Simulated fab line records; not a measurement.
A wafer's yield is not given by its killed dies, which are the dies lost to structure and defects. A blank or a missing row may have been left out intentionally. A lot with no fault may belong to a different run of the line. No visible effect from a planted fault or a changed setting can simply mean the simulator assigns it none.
Lot-split experiment	flow sfq_line	23 wafers read from 5 lots, route of 325 steps

THE SPLIT
At SFQ_TRILAYER_M8_DEP_EVAP_196 (material Au, target thk 180 nm, time 900 s), the setting time_s was moved away from the recipe's 900 s on 5 of the 23 wafers read, by -13.1% to +7.3%. This setting was run at the recipe's value on the other wafers.

THE PATH FROM SPLIT TO READING: the file shows 1 step between them
- SFQ_M8_RS_MEAS_949: measures by four-point-probe

THE READING
M8_AU_THK, in nm, at SFQ_M8_THK_MEAS_950 (measures by xrf). On this fab line, fault-free wafers typically give 180.4 nm with a standard deviation of 2.1 nm.

wafer	tool, chamber at the split	time_s as run, s	against the recipe	M8_AU_THK, nm	against lot-mates on the recipe
L074.1	pvd_sputter-01, -	900	recipe	179.4	-
L074.2	pvd_sputter-01, -	900	recipe	178.3	-
L074.4	pvd_sputter-01, -	900	recipe	178.3	-
L074.5	pvd_sputter-01, -	900	recipe	178.5	-
L074.6	pvd_sputter-01, -	900	recipe	181.0	-
L075.1	pvd_sputter-02, -	900	recipe	183.5	-
L075.2	pvd_sputter-02, -	900	recipe	182.0	-
L075.3	pvd_sputter-02, -	900	recipe	185.2	-
L075.4	pvd_sputter-02, -	781.7	-13.1%	158.5	-25.1
L075.6	pvd_sputter-02, -	781.7	-13.1%	158.6	-25.0
L080.1	pvd_sputter-01, -	900	recipe	179.7	-
L080.2	pvd_sputter-01, -	900	recipe	181.7	-
L080.4	pvd_sputter-01, -	965.6	+7.3%	194.0	+13.3
L080.5	pvd_sputter-01, -	965.6	+7.3%	195.0	+14.3
L080.6	pvd_sputter-01, -	965.6	+7.3%	195.2	+14.5
L083.3	pvd_sputter-02, -	900	recipe	181.8	-
L083.4	pvd_sputter-02, -	900	recipe	179.4	-
L083.6	pvd_sputter-02, -	900	recipe	181.9	-
L085.2	pvd_sputter-02, -	900	recipe	179.6	-
L085.3	pvd_sputter-02, -	900	recipe	178.8	-
L085.4	pvd_sputter-02, -	900	recipe	181.3	-
L085.5	pvd_sputter-02, -	900	recipe	179.2	-
L085.6	pvd_sputter-02, -	900	recipe	179.6	-

THE FIT
A straight line over all 23 wafers: M8_AU_THK changes by +1.76 nm for each +1% of time_s; r = +0.98; the points scatter about the line by 1.8 nm.
The same after taking each lot's own level away (the mean of its wafers on the recipe; 23 wafers): +1.91 nm for each +1%; r = +0.99; scatter 1 nm.
On that fit, the largest move of time_s shifts the reading by 25 nm.
From 179.10 to 183.57 nm: that is the span of the lots' own levels, equal to 2.1 times the standard deviation above.
The two slopes agree, so the slope changes little with the lot-to-lot level.
Check: for one of the wafers moved furthest among these (-13.1%), held out of the fit, the line's prediction against its lot-mates is -25.1 nm. It came out at -25.1 nm against them.

OTHER SPLITS ON THESE WAFERS
Note: prior to the reading, these wafers also went through further splits. Each is held against what the fit with the lots' levels taken away leaves over:
other split on the same wafers	wafers away from the commonest value	r with M8_AU_THK (lot level and that fit taken away)
SFQ_TRILAYER_I7_VIA_BARC_OPEN_VIA_ETCH_260 time_s	10	+0.09
SFQ_TRILAYER_M8_DEP_EVAP_197 time_s	10	+0.13

THE WHOLE CHAIN: every reading that the file lists as answering this split, in the file's order
step	what it does	reading	change (the file's fit)	r (the file's)
SFQ_TRILAYER_M8_DEP_EVAP_196	material Au, target thk 180 nm, time 900 s	Au_of_TRILAYER_M8_DEP_EVAP_196.thk_nm (the simulator's own value, which no gauge read)	+1.89 nm for each +1% of the setting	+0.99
SFQ_M8_RS_MEAS_949	measures by four-point-probe	M8_AU_RS	-0.00176 for each +1% of the setting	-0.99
SFQ_M8_THK_MEAS_950	measures by xrf	M8_AU_THK	+1.91 for each +1% of the setting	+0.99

FILE'S OWN FIT
M8_AU_THK changes by +1.91 nm for each +1% of time_s, r = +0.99.
